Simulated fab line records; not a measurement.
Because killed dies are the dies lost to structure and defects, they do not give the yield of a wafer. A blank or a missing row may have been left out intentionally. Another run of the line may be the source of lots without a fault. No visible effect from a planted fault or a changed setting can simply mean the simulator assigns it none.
fab line records	flow sfqLine
record lots=15	wafers=45	lastDay=93
route steps=325 shown JJ@179 I6@274 I7@306
lots that met no fault: taken from a fault-free run of the same line
startH: start of the lot's first displayed wafer, in hours after the record's first day	waitH: time in hours since the lot's previous step	" the same as in the row above	L1.1+2: one row covering several wafers at once	- either no value or no given start	* or withheld: withheld	< > ~ a bound
route shown NAME@n: NAME is a module with steps in the file, n the number in the route of the first one	usual: mean and standard deviation over wafers with no fault	same: alike in all rows	chamber/n: place in a boat	sites: the reading at each site	_std_site: how widely they spread, as a standard deviation	_edge_site: outer sites' mean less inner sites'	radiusMm: for every site, how far away it sits from the centre of the wafer	mask NAME#n: copy n	behind: tool/chamber where the wafer was last shaped	hold: reason for holding the lot/hours on hold/outcome of the hold	device: whichever transistor did not switch (one of n, p or np)	end of line: at the end of the route, the tests of the same wafers	a step with no rows: only its recipe	killed: dies lost to structure and defects at the first sort, not the wafer's yield	map: a wafer's dies, marking killed ones x, the rest . and places with no die _
set.NAME: setting as actually run; set.NAME@STEP: the setting as run at that earlier step	model.NAME: the simulator's own value behind a step, which no gauge read
the route's steps for a sample of lots (tables are steps, rows are wafers)
services: when a tool's chamber went out of use (startH, in hours from the record's first day, below 0 if earlier), for how many hours, and the reason
## steps
# step SFQ_TRILAYER_JJ_TRILAYER_DEP_SPUTTER_109
# recipe material=Nb	basePressurePa=1.33e-06	chamberPressurePa=0.1333	substrateTempC=20	targetThkNm=150	powerW=2000	timeS=100
# usual throttleValvePct=29.7/0.88
lot.wafer	tool	chamber	startH	waitH	throttleValvePct
L143.1	pvdSputter-06	-	1100.09	0.0	29.8
L143.3	"	-	"	"	28.5
L143.4	"	-	"	"	29.7
L144.2	pvdSputter-06	-	1110.05	0.0	28.3
L144.3	"	-	"	"	29.7
L144.6	"	-	"	"	29.3
L145.2	pvdSputter-06	-	1156.98	0.0	28.1
L145.5	"	-	"	"	29.6
L145.6	"	-	"	"	30.8
L146.4	pvdSputter-04	-	1158.15	0.0	29.4
L146.5	"	-	"	"	30.6
L146.6	"	-	"	"	28.8
L149.1	pvdSputter-06	-	1252.49	0.0	29.5
L149.2	"	-	"	"	30.6
L149.5	"	-	"	"	29.6
L151.2	pvdSputter-04	-	1333.87	0.0	29.0
L151.3	"	-	"	"	30.2
L151.4	"	-	"	"	31.1
L152.2	pvdSputter-06	-	1335.07	0.0	28.5
L152.3	"	-	"	"	29.9
L152.5	"	-	"	"	30.8
L153.3	pvdSputter-03	-	1336.27	0.0	29.3
L153.4	"	-	"	"	28.3
L153.5	"	-	"	"	29.9
L154.2	pvdSputter-06	-	1337.47	0.0	30.9
L154.3	"	-	"	"	29.5
L154.4	"	-	"	"	28.3
L156.1	pvdSputter-03	-	1344.62	0.0	29.3
L156.3	"	-	"	"	28.4
L156.4	"	-	"	"	29.5
L160.2	pvdSputter-04	-	1446.49	0.0	30.4
L160.3	"	-	"	"	31.7
L160.4	"	-	"	"	28.9
L161.4	pvdSputter-03	-	1449.37	0.0	30.0
L161.5	"	-	"	"	29.9
L161.6	"	-	"	"	30.2
L162.2	pvdSputter-06	-	1452.97	0.0	30.3
L162.4	"	-	"	"	29.7
L162.5	"	-	"	"	29.7
L163.1	pvdSputter-04	-	1453.76	0.0	30.6
L163.2	"	-	"	"	29.3
L163.3	"	-	"	"	28.9
L164.1	pvdSputter-03	-	1460.01	0.0	28.2
L164.3	"	-	"	"	30.2
L164.6	"	-	"	"	30.1
# step SFQ_JJ_OVL_MEAS_931
# usual J5_OVL=2/6.5
lot.wafer	tool	chamber	startH	waitH	J5_OVL[nm]
L143.1	overlay-02	-	1220.93	0.1	6
L143.3	"	-	"	"	0
L143.4	"	-	"	"	8
L144.2	overlay-01	-	1230.53	0.1	11
L144.3	"	-	"	"	2
L144.6	"	-	"	"	17
L145.2	overlay-02	-	1293.18	0.1	3
L145.5	"	-	"	"	-1
L145.6	"	-	"	"	1
L146.4	overlay-01	-	1295.59	0.1	4
L146.5	"	-	"	"	-3
L146.6	"	-	"	"	-1
L149.1	overlay-02	-	1301.70	0.1	-4
L149.2	"	-	"	"	5
L149.5	"	-	"	"	-9
L151.2	overlay-01	-	1450.46	0.1	-1
L151.3	"	-	"	"	3
L151.4	"	-	"	"	-5
L152.2	overlay-01	-	1452.86	0.1	13
L152.3	"	-	"	"	8
L152.5	"	-	"	"	-2
L153.3	overlay-02	-	1456.47	0.1	13
L153.4	"	-	"	"	17
L153.5	"	-	"	"	13
L154.2	overlay-01	-	1457.66	0.1	4
L154.3	"	-	"	"	6
L154.4	"	-	"	"	4
L156.1	overlay-02	-	1467.26	0.1	-1
L156.3	"	-	"	"	-3
L156.4	"	-	"	"	3
L160.2	overlay-02	-	1474.46	0.1	12
L160.3	"	-	"	"	10
L160.4	"	-	"	"	11
L161.4	overlay-02	-	1475.73	0.1	-1
L161.5	"	-	"	"	8
L161.6	"	-	"	"	3
L162.2	overlay-02	-	1476.86	0.1	0
L162.4	"	-	"	"	-8
L162.5	"	-	"	"	-3
L163.1	overlay-02	-	1478.06	0.1	7
L163.2	"	-	"	"	10
L163.3	"	-	"	"	6
L164.1	overlay-02	-	1479.32	0.1	-6
L164.3	"	-	"	"	-10
L164.6	"	-	"	"	-6
# step SFQ_TRILAYER_I6_VIA_LITHO_PEB_172
# recipe pebTempC=115	pebTimeS=60	resist=KrF
# usual chillPlateTempC=23.00/0.11	exhaustPa=45.2/0.95	heaterPowerTotalW=79.15/0.071
lot.wafer	tool	chamber	startH	waitH	chillPlateTempC	exhaustPa	heaterPowerTotalW
L143.1	lithoTrack-03	0	1817.46	1.0	23.13	45.7	79.08
L143.3	"	0	"	"	23.08	45.4	79.20
L143.4	"	0	"	"	23.05	44.9	79.10
L144.2	lithoTrack-03	0	1821.08	0.8	22.95	45.4	79.07
L144.3	"	0	"	"	23.11	45.2	79.20
L144.6	"	0	"	"	23.02	46.3	79.19
L145.2	lithoTrack-02	0	1824.68	0.8	23.12	46.2	79.10
L145.5	"	0	"	"	23.11	45.9	79.15
L145.6	"	0	"	"	22.99	46.2	79.15
L146.4	lithoTrack-03	0	1871.63	0.5	22.86	47.5	79.10
L146.5	"	0	"	"	22.97	45.6	79.09
L146.6	"	0	"	"	23.03	46.0	79.09
L149.1	lithoTrack-02	0	1882.16	1.0	23.06	45.4	79.20
L149.2	"	0	"	"	22.96	44.3	79.24
L149.5	"	0	"	"	23.17	45.1	79.21
L151.2	lithoTrack-03	-	1885.78	0.8	-	-	-
L151.3	"	-	"	"	-	-	-
L151.4	"	-	"	"	-	-	-
L152.2	lithoTrack-03	-	1886.98	0.8	-	-	-
L152.3	"	-	"	"	-	-	-
L152.5	"	-	"	"	-	-	-
L153.3	lithoTrack-03	-	1888.21	0.7	-	-	-
L153.4	"	-	"	"	-	-	-
L153.5	"	-	"	"	-	-	-
L154.2	lithoTrack-03	0	1890.13	0.8	22.84	45.5	79.07
L154.3	"	0	"	"	22.97	43.9	79.17
L154.4	"	0	"	"	22.86	44.9	79.16
L156.1	lithoTrack-03	0	1892.51	1.0	23.00	45.7	79.20
L156.3	"	0	"	"	23.13	45.2	79.23
L156.4	"	0	"	"	23.02	43.9	78.97
L160.2	lithoTrack-02	0	1967.24	0.8	22.89	46.4	79.20
L160.3	"	0	"	"	22.97	45.0	79.22
L160.4	"	0	"	"	22.83	46.9	79.06
L161.4	lithoTrack-01	0	1970.89	0.5	22.94	46.2	79.25
L161.5	"	0	"	"	22.88	46.5	79.07
L161.6	"	0	"	"	22.97	46.1	79.21
L162.2	lithoTrack-02	0	1978.46	0.8	22.99	44.4	79.20
L162.4	"	0	"	"	23.14	43.1	79.21
L162.5	"	0	"	"	23.09	43.5	79.13
L163.1	lithoTrack-03	0	1982.04	1.0	22.89	45.1	79.07
L163.2	"	0	"	"	22.99	45.4	79.14
L163.3	"	0	"	"	22.93	46.3	79.15
L164.1	lithoTrack-01	0	1986.84	1.0	23.01	46.9	79.23
L164.3	"	0	"	"	23.02	46.6	79.22
L164.6	"	0	"	"	23.09	47.5	79.20
# step SFQ_I7_OVL_MEAS_947
# usual I7_OVL=-3/5.9
lot.wafer	tool	chamber	startH	waitH	I7_OVL[nm]
L143.1	overlay-02	-	1975.53	0.1	-1
L143.3	"	-	"	"	-5
L143.4	"	-	"	"	1
L144.2	overlay-01	-	2007.36	0.1	-2
L144.3	"	-	"	"	-6
L144.6	"	-	"	"	0
L145.2	overlay-01	-	2008.56	0.1	4
L145.5	"	-	"	"	-1
L145.6	"	-	"	"	-4
L146.4	overlay-02	-	2044.57	0.1	3
L146.5	"	-	"	"	4
L146.6	"	-	"	"	2
L149.1	overlay-02	-	2056.56	0.1	2
L149.2	"	-	"	"	-5
L149.5	"	-	"	"	2
L151.2	overlay-01	-	2063.76	0.1	-
L151.3	"	-	"	"	-
L151.4	"	-	"	"	-
L152.2	overlay-01	-	2064.96	0.1	-
L152.3	"	-	"	"	-
L152.5	"	-	"	"	-
L153.3	overlay-01	-	2067.37	0.1	-
L153.4	"	-	"	"	-
L153.5	"	-	"	"	-
L154.2	overlay-02	-	2071.96	0.1	3
L154.3	"	-	"	"	11
L154.4	"	-	"	"	10
L156.1	overlay-02	-	2075.56	0.1	-2
L156.3	"	-	"	"	-2
L156.4	"	-	"	"	8
L160.2	overlay-02	-	2128.15	0.1	6
L160.3	"	-	"	"	5
L160.4	"	-	"	"	10
L161.4	overlay-02	-	2131.76	0.1	-9
L161.5	"	-	"	"	-10
L161.6	"	-	"	"	-11
L162.2	overlay-01	-	2136.55	0.1	-1
L162.4	"	-	"	"	-5
L162.5	"	-	"	"	-2
L163.1	overlay-02	-	2137.87	0.1	-17
L163.2	"	-	"	"	-16
L163.3	"	-	"	"	-17
L164.1	overlay-02	-	2151.07	0.1	6
L164.3	"	-	"	"	-2
L164.6	"	-	"	"	9
## services
tool	chamber	startH	hours	kind
pvdSputter-03	-	1100.91	13.0	repair
pvdSputter-03	-	1154.08	8.1	repair
pvdSputter-06	-	1158.41	4.6	repair
pvdSputter-04	-	1248.63	0.9	repair
pvdSputter-04	-	1266.69	1.6	repair
pvdSputter-03	-	1339.02	2.5	repair
pvdSputter-04	-	1408.84	3.5	repair
pvdSputter-04	-	1429.59	2.5	repair
pvdSputter-03	-	1521.05	12.4	repair
pvdSputter-03	-	1556.54	5.2	repair
pvdSputter-03	-	1603.38	0.5	repair
pvdSputter-03	-	1758.48	2.1	repair
pvdSputter-06	-	1812.06	0.9	repair
pvdSputter-04	-	1820.50	0.6	repair
pvdSputter-06	-	1832.15	7.3	repair
pvdSputter-06	-	1886.35	5.5	repair
pvdSputter-06	-	1891.41	3.7	repair
pvdSputter-06	-	1896.49	1.7	repair
pvdSputter-06	-	1932.90	7.3	repair
pvdSputter-04	-	1949.91	6.3	repair
pvdSputter-06	-	1964.19	3.2	repair
pvdSputter-06	-	1965.09	3.2	repair
## key
firstSign step=SFQ_TRILAYER_I6_VIA_LITHO_PEB_172	reading=toolRecord	direction=missing
effect none on later readings
metAt SFQ_TRILAYER_I6_VIA_LITHO_PEB_172
struckLots L151,L152,L153
notActingAt SFQ_TRILAYER_JJ_TRILAYER_DEP_SPUTTER_109,SFQ_JJ_OVL_MEAS_931,SFQ_I7_OVL_MEAS_947
onsetBetween 1871.63 1885.78
fault kind=skippedStepWhole	tool=lithoTrack-03	chamber=-	onsetH=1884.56	steps=SFQ_TRILAYER_I6_VIA_LITHO_PEB_172	scope=struckLotsOnly
